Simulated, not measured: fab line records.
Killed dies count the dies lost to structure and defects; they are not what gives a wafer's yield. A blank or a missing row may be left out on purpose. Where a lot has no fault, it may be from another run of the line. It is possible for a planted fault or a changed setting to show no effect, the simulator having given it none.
Check for tools in common	flow sky130	39 wafers sampled across 11 lots

## REASON IT WAS OPENED
At SKY_GATE_OXIDE_THK_MEAS_02 the reading GATE_OXIDE_OXIDATION_00_THK is flagged on 2 of 11 lots. No-fault wafers: 10.26 nm, standard deviation 0.21.
Rule: a lot gets a flag if all its wafers with a number sit over 4 standard deviations from that mean, or if no wafer of it has a number. The rest of the lots are taken to be sound.

lot	measured	on	GATE_OXIDE_OXIDATION_00_THK (nm), wafer by wafer	flag
L638	day 13 05:04	film-metro-03	10.26 10.19 10.19	
L639	day 13 07:50	film-metro-04	10.56 10.65 10.30	
L641	day 13 22:40	film-metro-04	10.22 10.13 10.14	
L644	day 15 04:14	film-metro-04	10.61 10.47 10.44	
L647	day 16 10:45	film-metro-04	12.22 12.17 12.40 12.18 12.22 12.30	FLAGGED
L648	day 16 17:34	film-metro-02	12.48 12.20 12.34 12.48 12.20 12.31	FLAGGED
L655	day 18 18:03	film-metro-02	10.03 10.08 10.07	
L656	day 19 09:21	film-metro-02	10.43 10.41 10.22	
L657	day 19 12:33	film-metro-02	10.22 10.28 10.50	
L658	day 19 22:48	film-metro-03	10.30 10.27 10.29	
L660	day 20 19:56	film-metro-03	10.22 10.26 10.10	
On average the flagged lots' numbers are 12.29 nm, which is +2.03 nm against the usual, or +10 standard deviations.

## WHICH TOOL RAN EACH LOT
The record keeps 1 process step preceding the reading, out of 708 steps on the route. Each cell gives the tool, then ch followed by the chambers the sampled wafers passed through, then the start.
lot	flag	SKY_GATE_OXIDE_OXIDATION_01
L638		furnace-01 ch 0, day 13 03:38
L639		furnace-01 ch 0, day 13 06:26
L641		furnace-02 ch 0, day 13 21:16
L644		furnace-02 ch 0, day 15 02:50
L647	FLAGGED	furnace-02 ch 0, day 16 09:20
L648	FLAGGED	furnace-02 ch 0, day 16 16:10
L655		furnace-01 ch 0, day 18 16:39
L656		furnace-01 ch 0, day 19 07:56
L657		furnace-01 ch 0, day 19 11:09
L658		furnace-01 ch 0, day 19 21:23
L660		furnace-02 ch 0, day 20 18:32
These steps, and what they do:
- SKY_GATE_OXIDE_OXIDATION_01: stabilise 600 s, purge 300 s, target thk 10.268 nm.
- SKY_GATE_OXIDE_THK_MEAS_02

## FLAGGED AGAINST TOTAL, ONE TOOL AT A TIME (gauges that did the reading follow at the end)
step	tool	lots run	flagged	share of the flagged lots	sound lots run after its first flagged lot
SKY_GATE_OXIDE_OXIDATION_01	furnace-01	6	0	none	-
SKY_GATE_OXIDE_OXIDATION_01	furnace-02	5	2	all	1 (L660)
SKY_GATE_OXIDE_THK_MEAS_02	film-metro-02	4	1	some	3 (L655,L656,L657)
SKY_GATE_OXIDE_THK_MEAS_02	film-metro-03	3	0	none	-
SKY_GATE_OXIDE_THK_MEAS_02	film-metro-04	4	1	some	0

## THE TABLE: WHAT IT ALLOWS
In the table, 1 row covers all flagged lots: furnace-02 at SKY_GATE_OXIDE_OXIDATION_01.
- furnace-02 at SKY_GATE_OXIDE_OXIDATION_01: 2 of its 5 lots flagged. Lots that were sound ran on it after the first flagged one (L660); a persistent fault on the entire tool would not allow that. Its own readings (spike-tc-bottom-C, spike-tc-centre-C, spike-tc-lower-C, spike-tc-upper-C, tube-center-temp-C, tube_center_temp_C_max) fall more than 4 standard deviations out on all wafers of the flagged lots.
None of the table's rows ran every flagged lot and, after the first, no sound lot.

## WHAT THE SIMULATOR HAD INSERTED
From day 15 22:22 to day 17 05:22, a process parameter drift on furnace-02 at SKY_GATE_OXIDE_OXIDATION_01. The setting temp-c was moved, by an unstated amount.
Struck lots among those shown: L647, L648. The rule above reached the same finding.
